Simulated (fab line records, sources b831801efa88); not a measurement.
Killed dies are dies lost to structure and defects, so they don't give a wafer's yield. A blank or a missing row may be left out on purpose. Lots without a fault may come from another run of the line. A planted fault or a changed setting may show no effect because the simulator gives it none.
A struck lot beside a sound one | flow sky130 | 17 steps out of a route of 708
Sound: wafers L902.1, L902.5, L902.6. Struck: wafers L911.1, L911.2, L911.4. The cause comes at the end.
At each step with rows: each side's tool, then ch and its chambers, then its first start. Under that, the readings that differ: sound wafers | struck wafers | difference of the means | sigmas: that difference in standard deviations of wafers without a fault.
alike: readings whose means differ by less than 2 such deviations, and words and numbers that are the same on both sides. not compared: withheld readings, readings that some wafer has no value for, bounds like >300 that may hide the same value, and numbers for which the record gives no deviation and whose values overlap.
The two part at a step that has a row with sigmas, a row that says differs or no value, or rows on one side only. Numbers that don't overlap but have no deviation are shown without sigmas and don't part them. A reading that every wafer of one side lacks parts them only if that side has two wafers or more.

first, 5 steps without rows for these wafers: SKY_SD_N_COAT_02 (resist thk 1140 nm); SKY_SD_N_SOFTBAKE_03 (time 60 s); SKY_SD_N_EXPOSE_04 (exposes mask NSDM, target cd 380 nm); SKY_SD_N_PEB_05; SKY_SD_N_DEVELOP_06 (develop time 60 s).
SKY_SD_N_CD_MEAS_07: target cd 380 nm.
  sound on cd_sem-02, day 28 22:22; struck on cd_sem-02, day 32 00:06
  alike: cd_nm
SKY_SD_N_OVL_MEAS_08:
  sound on overlay-01, day 28 22:29; struck on overlay-01, day 32 00:13
  alike: SD_N_OVL
then, 2 steps without rows for these wafers: SKY_SD_N_IMPLANT_09; SKY_SD_N_IMPLANT_10.
SKY_SD_N_STRIP_11: strips in O2/N2.
  sound on plasma_asher-02 ch 0,1, day 28 22:49; struck on plasma_asher-02 ch 0,1, day 32 00:34
  alike: drypump_motor_current_A, oes_product_au, strip_time_to_endpoint_s
  not compared: rf_hours_counter_h
SKY_SD_N_TW_MEAS_12:
  sound on film_metro-02, day 28 22:55; struck on film_metro-03, day 32 00:40
  alike: SD_N_TW
then, 1 step without rows for these wafers: SKY_SD_N_CLEAN_13 (cleans in SC1/SC2, time 150 s).
SKY_SD_N_RTA_14: time 2 s.
  sound on rtp_anneal-01 ch 0, day 28 23:02; struck on rtp_anneal-02 ch 0, day 32 00:46
  reading            | sound                | struck               | difference | sigmas
  lamp_power_pct (%) | 15.76 15.78 15.65    | 15.83 15.83 15.90    | +0.12      | +2
  wafer_temp_C_max   | 1078.2 1077.7 1078.9 | 1088.0 1086.8 1088.5 | +9.5       | +7
  alike: ramp_down_c_per_s
SKY_SD_N_RS_MEAS_16: measures by four-point-probe.
  sound on film_metro-03, day 28 23:12; struck on film_metro-02, day 32 00:56
  reading          | sound             | struck            | difference | sigmas
  SD_N_RS (ohm/sq) | 68.56 68.65 68.52 | 67.17 67.09 67.17 | -1.43      | -11
SKY_SD_N_RS_MEAS_17: measures by four-point-probe.
  sound on film_metro-03, day 28 23:19; struck on film_metro-02, day 32 01:04
  reading          | sound             | struck            | difference | sigmas
  SD_P_RS (ohm/sq) | 147.0 146.8 146.7 | 139.5 139.7 139.4 | -7.3       | -20
SKY_SD_N_RS_MEAS_18: measures by four-point-probe.
  sound on film_metro-03, day 28 23:26; struck on film_metro-02, day 32 01:11
  alike: RES_XHIGH_RS
-- the record jumps here: 17 days lie between the struck wafers' starts before and after (it left off in module SD_N and takes up again in module PAD_OPEN, whose first step shown is number 708 of the route) --
SKY_PAD_OPEN_PROBE_99:
  sound on prober-01, day 46 18:02; struck on prober-02, day 49 00:40
  reading                              | sound             | struck            | difference | sigmas
  model.etest.res_xhigh_po.line_ohm_um | 5547 5853 5668    | 5151 5451 5226    | -413       |
  model.etest.res_xhigh_po.rs_ohm_sq   | 1919 2026 2007    | 1842 1904 1856    | -117       |
  model.etest.res_pdiff.line_ohm_um    | 1389 1409 1389    | 1294 1326 1292    | -92        |
  model.etest.res_high_po.line_ohm_um  | 736.6 751.2 745.8 | 688.7 709.7 686.1 | -49.7      |
  model.etest.licon_high_po.rc_ohm     | 341.6 336.3 357   | 319 333.3 319.2   | -21        |
  model.etest.res_high_po.rs_ohm_sq    | 255.2 258.1 258.3 | 244.1 253.2 243.9 | -10.1      |
  model.etest.res_pdiff_hv.rs_ohm_sq   | 188.1 188.6 187.9 | 180 180.8 181.5   | -7         |
  alike: killed_at_M0_to_M3, killed_at_M4_up, killed_at_contacts, killed_at_front_end, killed_at_other, killed_dies, killed_open, killed_short
  not compared: model.etest.pfet_01v8.r_on_ohm_um

WHERE THEY PART
First at SKY_SD_N_RTA_14; last, within this record, at SKY_SD_N_RS_MEAS_17. Later steps at which nothing parts them and some readings are alike: SKY_SD_N_RS_MEAS_18, SKY_PAD_OPEN_PROBE_99.

WHY: what the simulator had put in
Process parameter drift: rtp_anneal-02, from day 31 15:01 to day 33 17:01, at SKY_SD_N_RTA_14. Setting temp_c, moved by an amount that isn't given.
